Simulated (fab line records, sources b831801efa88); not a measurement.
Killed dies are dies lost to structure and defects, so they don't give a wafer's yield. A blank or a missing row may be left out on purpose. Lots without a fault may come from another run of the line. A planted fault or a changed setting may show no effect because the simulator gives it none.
Which tool did it? | flow gf180mcu | 6 lots, 18 wafers sampled, at 3 steps of a route of 602

WHAT THE GAUGES READ, wafer by wafer
GF_PSD_CD_MEAS_07: target cd 400 nm.
lot  | measured     | on        | cd_nm (nm)
L421 | day 14 22:43 | cd_sem-02 | 400.5 400.4 401.2
L425 | day 16 14:36 | cd_sem-01 | 398.8 400.9 398.8
L427 | day 16 21:49 | cd_sem-01 | - - -
L429 | day 17 18:46 | cd_sem-02 | - - -
L437 | day 20 13:10 | cd_sem-02 | 398.8 400.2 398.3
L441 | day 22 02:28 | cd_sem-01 | 396.5 395.4 395.5

WHICH TOOL RAN EACH LOT (tool, then ch and the chambers of the sampled wafers, then the start)
lot  | GF_HV_LDD_STRIP_49                   | GF_PSD_DEVELOP_06
L421 | plasma_asher-01 ch 0,1, day 13 01:58 | litho_track-04 ch 0, day 14 22:34
L425 | plasma_asher-01 ch 0,1, day 14 16:46 | litho_track-01 ch 0, day 16 14:27
L427 | plasma_asher-02 ch 0,1, day 14 21:49 | litho_track-04 ch 0, day 16 21:40
L429 | plasma_asher-02 ch 0,1, day 15 17:07 | litho_track-04 ch 0, day 17 18:37
L437 | plasma_asher-04 ch 0,1, day 18 08:23 | litho_track-01 ch 0, day 20 13:02
L441 | plasma_asher-01 ch 0,1, day 19 23:34 | litho_track-01 ch 0, day 22 02:18
- GF_HV_LDD_STRIP_49: strips in O2/N2.
- GF_PSD_DEVELOP_06: develop time 60 s.

THE ANSWER, worked out from the rows above alone
Rule: what is usual is taken from the lots themselves. Put in order of their means at a reading, lots are off if they are a third of the lots or fewer, leave a main group of 4 or more, and stand apart from it by a gap of 3 or more times the standard deviation of the main group's means; of several such gaps the widest counts. A main group whose means are all the same, to the digits that the tables above print for the reading, isn't used. A lot without any number at a reading at which 4 lots or more have one is off too. The other lots that the step has rows for count as sound.
Off: L427, L429, at GF_PSD_CD_MEAS_07 (cd_nm). Without a number there: L427, L429. The main group: mean 398.8 nm, standard deviation 1.8.
A tool fits if, at a process step before that reading, it ran every lot that is off, and no sound lot after the first of them. The gauges at GF_PSD_CD_MEAS_07 are tried like those tools. Can't be told from this: 2 tools fit, plasma_asher-02 at GF_HV_LDD_STRIP_49, litho_track-04 at GF_PSD_DEVELOP_06.

WHAT THE SIMULATOR HAD PUT IN
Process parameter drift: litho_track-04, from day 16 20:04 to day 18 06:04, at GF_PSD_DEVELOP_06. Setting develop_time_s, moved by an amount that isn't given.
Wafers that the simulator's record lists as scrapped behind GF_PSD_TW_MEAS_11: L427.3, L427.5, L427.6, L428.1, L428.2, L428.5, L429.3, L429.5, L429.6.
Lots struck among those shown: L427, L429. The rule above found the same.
